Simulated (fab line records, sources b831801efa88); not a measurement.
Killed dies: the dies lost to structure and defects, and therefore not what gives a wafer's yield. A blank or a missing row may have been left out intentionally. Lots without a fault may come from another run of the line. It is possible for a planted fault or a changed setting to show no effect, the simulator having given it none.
Chamber matching -- flow sky130 -- SKY_FIELD_ISO_CMP_27 on cmp-01 has 4 sister chambers
The step polishes, stops on Si3N4, t overpolish 16 s, target thk 457.8 nm. 14 wafers are shown with their chamber, then 7 later ones without.

WAFERS WITH THEIR CHAMBER
wafer,chamber,motorCurrentA (A),overpolishRunS (s),timeToEndpointS (s)
L473.1,3,11.3,16.002,109
L473.2,1,14.0,16.002,110
L473.3,0,10.3,16.000,109
L474.2,0,9.7,16.008,111
L474.3,2,11.4,16.003,114
L474.6,3,10.8,16.002,111
L478.3,2,11.8,15.994,115
L478.5,3,11.4,15.991,111
L478.6,2,10.9,15.997,114
L485.1,1,13.9,16.017,120
L485.2,2,12.0,15.975,118
L485.6,1,13.4,15.981,116
L489.4,0,9.7,16.002,121
L489.5,3,10.4,15.998,117

SIGNATURES (averages over the wafers above)
reading,chamber 0,chamber 1,chamber 2,chamber 3,scatter within a chamber
motorCurrentA,9.900,13.767,11.525,10.975,0.424
overpolishRunS,16.00333,16.00000,15.99225,15.99825,0.011
timeToEndpointS,113.67,115.33,115.25,112.00,4.24
Rule: a wafer's distance from a chamber is the root of the sum, over the readings, of the square of ((its reading less the chamber's mean) divided by the reading's scatter). If the next closest chamber is less than 2 further off than the closest, the wafer can't be placed; otherwise it belongs to the closest. How the scatter is found: for the shown wafers, subtract from each reading the mean of its chamber, square and add these, divide the total by (wafers less chambers), then take the root.

WAFERS WHOSE CHAMBER IS MISSING
wafer,motorCurrentA (A),overpolishRunS (s),timeToEndpointS (s)
L489.6,9.9,16.021,120
L491.1,10.3,16.002,113
L491.2,11.5,15.992,117
L491.5,13.0,16.009,117
L492.3,14.1,16.000,122
L492.4,10.8,15.997,123
L492.6,11.6,16.008,117

WHICH CHAMBER EACH WENT THROUGH
wafer,from the rows above,in truth
L489.6,can't be placed: 0 or 3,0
L491.1,can't be placed: 0 or 3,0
L491.2,can't be placed: 2 or 3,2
L491.5,can't be placed: 1 or 2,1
L492.3,1,1
L492.4,can't be placed: 2 or 3 or 0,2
L492.6,can't be placed: 2 or 3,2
Correct placement for 1 of the 7. Cannot be placed on the basis of these rows: 6; the candidates contain the true chamber in 6. 0 placed wrongly.
